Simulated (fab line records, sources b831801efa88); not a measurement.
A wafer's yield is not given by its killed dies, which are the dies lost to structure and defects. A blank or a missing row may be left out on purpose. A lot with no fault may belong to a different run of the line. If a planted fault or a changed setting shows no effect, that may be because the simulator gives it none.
Chamber matching / flow sky130 / SKY_VIA3_CMP_24 on cmp-01: 4 sister chambers
The step polishes, stops on SiO2, t overpolish 20 s, target thk 0 nm. 8 wafers are shown with their chamber, then 8 later ones without.

== EACH WAFER AND ITS CHAMBER ==
wafer=L709.4; chamber=2; motorCurrentA (A)=10.8; timeToEndpointS (s)=95
wafer=L710.1; chamber=3; motorCurrentA (A)=10.5; timeToEndpointS (s)=100
wafer=L713.3; chamber=2; motorCurrentA (A)=11.0; timeToEndpointS (s)=96
wafer=L713.4; chamber=1; motorCurrentA (A)=11.7; timeToEndpointS (s)=92
wafer=L723.1; chamber=0; motorCurrentA (A)=11.8; timeToEndpointS (s)=96
wafer=L723.4; chamber=1; motorCurrentA (A)=11.4; timeToEndpointS (s)=100
wafer=L723.5; chamber=3; motorCurrentA (A)=10.9; timeToEndpointS (s)=99
wafer=L727.3; chamber=0; motorCurrentA (A)=11.8; timeToEndpointS (s)=99

== WAFERS WHOSE CHAMBER IS MISSING ==
wafer=L727.4; motorCurrentA (A)=11.3; timeToEndpointS (s)=99
wafer=L727.6; motorCurrentA (A)=11.3; timeToEndpointS (s)=98
wafer=L728.1; motorCurrentA (A)=10.8; timeToEndpointS (s)=96
wafer=L728.3; motorCurrentA (A)=11.3; timeToEndpointS (s)=98
wafer=L728.6; motorCurrentA (A)=11.2; timeToEndpointS (s)=98
wafer=L729.2; motorCurrentA (A)=11.8; timeToEndpointS (s)=97
wafer=L729.3; motorCurrentA (A)=11.9; timeToEndpointS (s)=100
wafer=L729.4; motorCurrentA (A)=11.2; timeToEndpointS (s)=101

== CHAMBER TAKEN BY EACH ==
wafer=L727.4; from the rows above=can't be placed: 1 or 2 or 0 or 3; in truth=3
wafer=L727.6; from the rows above=can't be placed: 1 or 2 or 0 or 3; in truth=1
wafer=L728.1; from the rows above=can't be placed: 2 or 3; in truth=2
wafer=L728.3; from the rows above=can't be placed: 1 or 2 or 0 or 3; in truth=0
wafer=L728.6; from the rows above=can't be placed: 2 or 1 or 3 or 0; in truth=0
wafer=L729.2; from the rows above=can't be placed: 0 or 1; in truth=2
wafer=L729.3; from the rows above=can't be placed: 0 or 1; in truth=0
wafer=L729.4; from the rows above=can't be placed: 2 or 1 or 3 or 0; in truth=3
Correct placement for 0 of the 8. These rows do not allow placing 8 (true chamber among the candidates in 7). Number placed wrongly: 0.
How it was worked out, from the rows above alone: a wafer's distance from a chamber is the root of the sum, over the readings, of the square of ((its reading less the chamber's mean) divided by the reading's scatter). The wafer belongs to the nearest chamber; if the next one is less than 2 further off, it can't be placed. For every chamber, the mean is computed from those of its wafers that are shown. The scatter is the square root of a quotient: the sum, over the shown wafers, of each reading's squared deviation from its chamber's mean, divided by wafers minus chambers.
